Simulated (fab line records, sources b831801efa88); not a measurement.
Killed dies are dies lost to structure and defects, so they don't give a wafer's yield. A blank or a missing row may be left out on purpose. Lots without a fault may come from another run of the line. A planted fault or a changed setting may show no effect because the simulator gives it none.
One fault seen from 2 desks | flow gf180mcu | each desk has only its own numbers; what lay behind them comes last

THE TOOL OWNER'S DESK: implanter-02
The tool's own readings at GF_MVSD_IMPLANT_09: means of the sampled wafers that have a number, for each lot that ran on this tool. A lot is out of limits, marked OUT, if its mean lies more than 4 standard deviations from the usual mean; the brackets give that distance.
Columns: A = tilt_deg at GF_MVSD_IMPLANT_09, usual -0.002 degrees
lot  | first seen here | A
L935 | day 4 10:29     | -0.000
L936 | day 4 15:29     | 0.017
L946 | day 7 03:55     | 5.429 (+99 or more) OUT
L951 | day 8 08:43     | 5.417 (+99 or more) OUT
This desk's finding: out of limits on L946, L951; first on L946, day 7 03:55 (tilt_deg at GF_MVSD_IMPLANT_09). In limits: L935, L936.

THE METROLOGY DESK
What the gauges read, lot by lot, whatever tool the lot ran on: means of the sampled wafers that have a number. A lot is out of limits, marked OUT, if its mean lies more than 4 standard deviations from the usual mean; the brackets give that distance.
Columns: A = LVPWELL_TW at GF_LVPWELL_TW_MEAS_11, usual 555; B = MVSD_OVL at GF_MVSD_OVL_MEAS_07, usual -0.1 nm
lot  | first seen here | A   | B
L935 | day 3 22:11     | 553 | -0.2
L936 | day 4 01:50     | 551 | -0.1
L945 | day 6 08:41     | 562 | 0.4
L946 | day 6 12:55     | 564 | -1.9
L947 | day 6 18:21     | 549 | 1.1
L951 | day 7 16:49     | 552 | -0.7
This desk's finding: nothing out of limits on any of the 6 lots.

PUT TOGETHER
The tool owner's desk could have raised an alarm at day 7 03:55, on L946, L951.
The metrology desk saw nothing out of limits.
The metrology desk has L946, L951 on record, within its limits.
Of the lots named, all ran GF_MVSD_IMPLANT_09 on implanter-02.

WHAT THE SIMULATOR HAD PUT IN
Process parameter drift: implanter-02, from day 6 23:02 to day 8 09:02, at GF_MVSD_IMPLANT_09. Setting tilt_deg, moved by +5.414, from 0. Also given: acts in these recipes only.
Lots struck among those shown: L946, L951.
Hours from the fault's start to each desk's first reading out of limits: the tool owner's desk, 5.
